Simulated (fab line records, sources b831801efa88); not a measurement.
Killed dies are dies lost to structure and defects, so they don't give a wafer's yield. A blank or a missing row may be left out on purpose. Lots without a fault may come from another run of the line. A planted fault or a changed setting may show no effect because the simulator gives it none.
Problem report in the 8D (eight disciplines) form, filled by code | flow sky130 | the parts of the form that need people (team, actions taken, sign-off) are left out

1. THE PROBLEM
oes_product_au at SKY_METAL2_ETCH_18 reads a mean of 0.824 a.u. on 6 wafers of 2 lots; wafers without a fault read 0.851 a.u. with a standard deviation of 0.0043. That is -6.3 standard deviations from the usual mean.
The step: etches BARC in N2/H2, stops on SiO2, time 45.9 s, target depth 60 nm.
First seen on wafer L919.1, day 38 02:19, on rie_metal-04. The record holds 42 wafers of 14 lots with a number at this step. Rule for "out", or "out of limits": more than 4 standard deviations from the usual mean. The other wafers with a number count as sound.

2. WHAT IT IS AND WHAT IT IS NOT
question                    | is                         | is not
which readings at this step | oes_product_au             | bias_w, drypump_motor_current_A, throttle_valve_pct
which lots                  | L919, L921                 | L911, L912, L913, L914, L915, L916, L923, L928, L930, L931, L932, L933
which wafers of those lots  | all that have a number     | -
read on which tools         | rie_metal-02, rie_metal-04 | rie_metal-01
when                        | from day 38 02:19          | up to then (18 sound wafers); but 18 sound wafers of L923, L928, L930, L931, L932, L933 came after

3. SUSPECTS, AND WHAT RULES EACH OUT
Counting: a tool at a process step up to the reading stays a suspect if it ran every lot that is out and no sound lot after the first of them.
- litho_track-01 at SKY_METAL2_COAT_09 (resist thk 60 nm): ruled out as a lasting fault. Sound lots L930, L931, L932, L933 ran on it after its first lot that is out, L919 (day 37 12:31).
Left after counting: nothing in the record.

4. THE CAUSE (what the simulator had put in)
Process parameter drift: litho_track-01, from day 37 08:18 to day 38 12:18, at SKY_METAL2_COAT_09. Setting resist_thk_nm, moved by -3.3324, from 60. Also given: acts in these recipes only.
Counting ruled it out, wrongly: the rule takes a fault to strike every lot that its tool runs from its start on, and this one did not.

5. THE CHAIN OF EFFECTS, in route order
Each row: a reading whose mean over the struck wafers that have a number lies more than 3 standard deviations from the usual. Only readings for which the record gives a usual standard deviation are gone through. hours: the time from each lot's start at the first step in this table that gives one to its start at this step, as a median over the lots. sigmas: the change in usual standard deviations.
hours | step               | reading        | usual      | on struck wafers | change | sigmas
0     | SKY_METAL2_ETCH_18 | oes_product_au | 0.851 a.u. | 0.824            | -0.027 | -6.3
The process steps in it:
- SKY_METAL2_ETCH_18: etches BARC in N2/H2, stops on SiO2, time 45.9 s, target depth 60 nm.

6. WHAT WOULD HAVE CAUGHT IT SOONER
In this record the first reading out of limits was taken at day 38 02:19, 18 hours after the fault began at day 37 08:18.
